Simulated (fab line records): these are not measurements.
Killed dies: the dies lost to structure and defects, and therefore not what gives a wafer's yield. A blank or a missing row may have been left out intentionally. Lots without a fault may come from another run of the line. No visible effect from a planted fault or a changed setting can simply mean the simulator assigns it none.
Which tool is to blame? + flow gf180mcu + Sampling: 15 lots, 45 wafers, 3 of 602 route steps

== WHAT THE GAUGES SHOWED, per wafer ==
GF_M3_CD_MEAS_14: target cd 280 nm.
| lot  | measured     | on        | cd-nm (nm)        |
|------|--------------|-----------|-------------------|
| L244 | day 21 17:39 | cd-sem-02 | 281.3 280.6 280.6 |
| L247 | day 22 17:34 | cd-sem-01 | 279.4 280.2 279.6 |
| L248 | day 23 00:09 | cd-sem-02 | 279.8 280.6 280.3 |
| L249 | day 23 02:14 | cd-sem-02 | 280.6 280.0 280.6 |
| L257 | day 25 15:39 | cd-sem-02 | - - -             |
| L258 | day 26 08:00 | cd-sem-01 | - - -             |
| L259 | day 26 13:14 | cd-sem-01 | - - -             |
| L260 | day 26 20:58 | cd-sem-01 | 278.3 279.0 278.5 |
| L261 | day 26 23:47 | cd-sem-01 | 279.4 277.7 278.6 |
| L262 | day 27 09:26 | cd-sem-01 | 278.7 278.4 279.0 |
| L263 | day 27 19:58 | cd-sem-01 | 280.3 280.9 280.7 |
| L264 | day 27 21:47 | cd-sem-01 | 278.4 278.0 278.3 |
| L265 | day 28 07:38 | cd-sem-01 | 279.3 279.2 279.0 |
| L266 | day 28 13:49 | cd-sem-01 | 279.8 279.3 279.4 |
| L267 | day 28 23:16 | cd-sem-01 | 280.6 281.6 280.0 |

== WHAT TOOL EACH LOT RAN ON (gives the tool, then ch and the chambers of the sampled wafers, and finally the start) ==
| lot  | GF_M3_SPUTTER_00             | GF_M3_PEB_12                      |
|------|------------------------------|-----------------------------------|
| L244 | pvd-sputter-02, day 20 17:45 | litho-track-02 ch 0, day 21 17:19 |
| L247 | pvd-sputter-03, day 21 18:34 | litho-track-03 ch 0, day 22 17:13 |
| L248 | pvd-sputter-02, day 22 00:38 | litho-track-04 ch 0, day 22 23:48 |
| L249 | pvd-sputter-01, day 22 02:34 | litho-track-03 ch 0, day 23 01:54 |
| L257 | pvd-sputter-03, day 24 18:10 | litho-track-02, day 25 15:19      |
| L258 | pvd-sputter-02, day 25 11:09 | litho-track-02, day 26 07:40      |
| L259 | pvd-sputter-03, day 25 16:25 | litho-track-02, day 26 12:53      |
| L260 | pvd-sputter-03, day 26 00:43 | litho-track-03 ch 0, day 26 20:37 |
| L261 | pvd-sputter-02, day 26 03:07 | litho-track-04 ch 0, day 26 23:20 |
| L262 | pvd-sputter-02, day 26 12:17 | litho-track-02 ch 0, day 27 09:05 |
| L263 | pvd-sputter-02, day 26 22:58 | litho-track-03 ch 0, day 27 19:37 |
| L264 | pvd-sputter-02, day 27 01:31 | litho-track-03 ch 0, day 27 21:24 |
| L265 | pvd-sputter-03, day 27 12:12 | litho-track-02 ch 0, day 28 07:17 |
| L266 | pvd-sputter-03, day 27 18:16 | litho-track-03 ch 0, day 28 13:29 |
| L267 | pvd-sputter-03, day 27 23:57 | litho-track-02 ch 0, day 28 18:59 |
- GF_M3_SPUTTER_00: material Ti, target thk 37.5 nm, time 150 s.
- GF_M3_PEB_12: peb time 90 s.

== AS READ BY THE TOOLS THEMSELVES (means over the sampled wafers that have a number; for cases with no such wafer, the mark the record gives instead) ==
GF_M3_SPUTTER_00.
| lot  | tool           | throttle-valve-pct (%) |
|------|----------------|------------------------|
| L244 | pvd-sputter-02 | 29.8                   |
| L247 | pvd-sputter-03 | 31.1                   |
| L248 | pvd-sputter-02 | 30.2                   |
| L249 | pvd-sputter-01 | 30.0                   |
| L257 | pvd-sputter-03 | 30.8                   |
| L258 | pvd-sputter-02 | 29.9                   |
| L259 | pvd-sputter-03 | 31.0                   |
| L260 | pvd-sputter-03 | 31.4                   |
| L261 | pvd-sputter-02 | 30.0                   |
| L262 | pvd-sputter-02 | 29.7                   |
| L263 | pvd-sputter-02 | 29.7                   |
| L264 | pvd-sputter-02 | 29.7                   |
| L265 | pvd-sputter-03 | 30.9                   |
| L266 | pvd-sputter-03 | 31.0                   |
| L267 | pvd-sputter-03 | 31.3                   |

GF_M3_PEB_12.
| lot  | tool           | chill-plate-temp-C (C) | exhaust-pa (Pa) |
|------|----------------|------------------------|-----------------|
| L244 | litho-track-02 | 23.00                  | 44.9            |
| L247 | litho-track-03 | 22.96                  | 45.4            |
| L248 | litho-track-04 | 22.88                  | 45.3            |
| L249 | litho-track-03 | 22.92                  | 45.3            |
| L257 | litho-track-02 | -                      | -               |
| L258 | litho-track-02 | -                      | -               |
| L259 | litho-track-02 | -                      | -               |
| L260 | litho-track-03 | 23.12                  | 45.4            |
| L261 | litho-track-04 | 22.86                  | 45.8            |
| L262 | litho-track-02 | 22.99                  | 45.2            |
| L263 | litho-track-03 | 22.96                  | 44.6            |
| L264 | litho-track-03 | 22.97                  | 44.5            |
| L265 | litho-track-02 | 22.83                  | 45.1            |
| L266 | litho-track-03 | 23.00                  | 45.2            |
| L267 | litho-track-02 | 22.99                  | 45.4            |

== THE ANSWER, worked out from the rows above alone ==
Rule: what is usual is taken from the lots themselves. Put in order of their means at a reading, lots are off if they are a third of the lots or fewer, leave a main group of 4 or more, and stand apart from it by a gap of 3 or more times the standard deviation of the main group's means; of several such gaps the widest counts. A main group is skipped when, at the precision printed for the reading in the tables above, its means are all equal. A lot without any number at a reading at which 4 lots or more have one is off too. Any other lot the step has rows for is counted as sound. First the gauges in route order, then the tools' own readings, where a lot's mean is used as printed above. At the first step where some lot is off, the reading lying furthest off is the one used; lots without a number count as furthest.
Off, at GF_M3_CD_MEAS_14 on cd-nm: L257, L258, L259. Without a number there: L257, L258, L259. For the main group the mean is 279.6 nm and the standard deviation 0.91.
A tool fits if, at a process step before that reading, it ran every lot that is off, and no sound lot after the first of them. Not tried: the gauges at GF_M3_CD_MEAS_14; whatever is off there is also off at GF_M3_PEB_12, on other tools, and gauge error can't account for it. None of those tried fits.

== WHAT THE SIMULATOR HAD PUT IN ==
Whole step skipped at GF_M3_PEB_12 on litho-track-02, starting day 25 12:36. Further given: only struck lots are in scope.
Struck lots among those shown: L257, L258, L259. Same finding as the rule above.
